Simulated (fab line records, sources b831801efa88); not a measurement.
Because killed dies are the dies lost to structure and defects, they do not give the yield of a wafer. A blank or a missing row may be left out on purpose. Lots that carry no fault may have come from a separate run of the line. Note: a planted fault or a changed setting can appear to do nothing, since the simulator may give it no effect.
Chamber matching | flow gf180mcu | GF_V2_CMP_04 on cmp-01: 4 sister chambers
The step polishes SiO2. 18 wafers are shown with their chamber, then 9 later ones without.

== WAFERS, EACH WITH ITS CHAMBER ==
wafer  | chamber | motor_current_A (A) | time_to_endpoint_s (s)
L471.2 | 2       | 12.4                | 76
L471.3 | 1       | 13.6                | 72
L471.5 | 3       | 13.4                | 75
L472.1 | 1       | 13.5                | 75
L472.2 | 0       | 12.4                | 78
L472.4 | 2       | 13.1                | 73
L473.1 | 2       | 12.3                | 76
L473.3 | 3       | 13.8                | 75
L473.4 | 1       | 13.6                | 81
L474.2 | 2       | 12.5                | 83
L474.4 | 1       | 12.5                | 78
L474.6 | 1       | 13.8                | 83
L475.1 | 1       | 13.1                | 66
L475.3 | 3       | 14.1                | 84
L475.5 | 1       | 13.4                | 79
L477.1 | 1       | 12.7                | 70
L477.2 | 3       | 12.7                | 75
L477.3 | 2       | 11.9                | 80

SIGNATURES, as means of the wafers listed above
reading            | chamber 0 | chamber 1 | chamber 2 | chamber 3 | scatter within a chamber
motor_current_A    | 12.400    | 13.275    | 12.440    | 13.500    | 0.49
time_to_endpoint_s | 78.00     | 75.50     | 77.60     | 77.25     | 5.07
Rule: a wafer's distance from a chamber is the root of the sum, over the readings, of the square of ((its reading less the chamber's mean) divided by the reading's scatter). The wafer belongs to the nearest chamber; if the next one is less than 2 further off, it can't be placed. The scatter is the square root of a quotient: the sum, over the shown wafers, of each reading's squared deviation from its chamber's mean, divided by wafers minus chambers.

== WAFERS MISSING THEIR CHAMBER ==
wafer  | motor_current_A (A) | time_to_endpoint_s (s)
L480.1 | 13.1                | 80
L480.2 | 13.2                | 80
L480.6 | 12.9                | 88
L483.1 | 12.5                | 84
L483.4 | 13.3                | 84
L483.6 | 12.9                | 82
L493.2 | 13.2                | 79
L493.3 | 13.9                | 82
L493.4 | 13.1                | 84

== CHAMBER TAKEN BY EACH ==
wafer  | from the rows above               | in truth
L480.1 | can't be placed: 1 or 3 or 2 or 0 | 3
L480.2 | can't be placed: 3 or 1 or 2 or 0 | 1
L480.6 | can't be placed: 0 or 2 or 3 or 1 | 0
L483.1 | can't be placed: 0 or 2 or 1 or 3 | 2
L483.4 | can't be placed: 3 or 1 or 2 or 0 | 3
L483.6 | can't be placed: 2 or 0 or 1 or 3 | 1
L493.2 | can't be placed: 3 or 1 or 2 or 0 | 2
L493.3 | can't be placed: 3 or 1 or 2 or 0 | 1
L493.4 | can't be placed: 3 or 1 or 2 or 0 | 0
Correct placement for 0 of the 9. Unplaceable from these rows: 9, with the true chamber sitting among the candidates in 9. Number placed wrongly: 0.
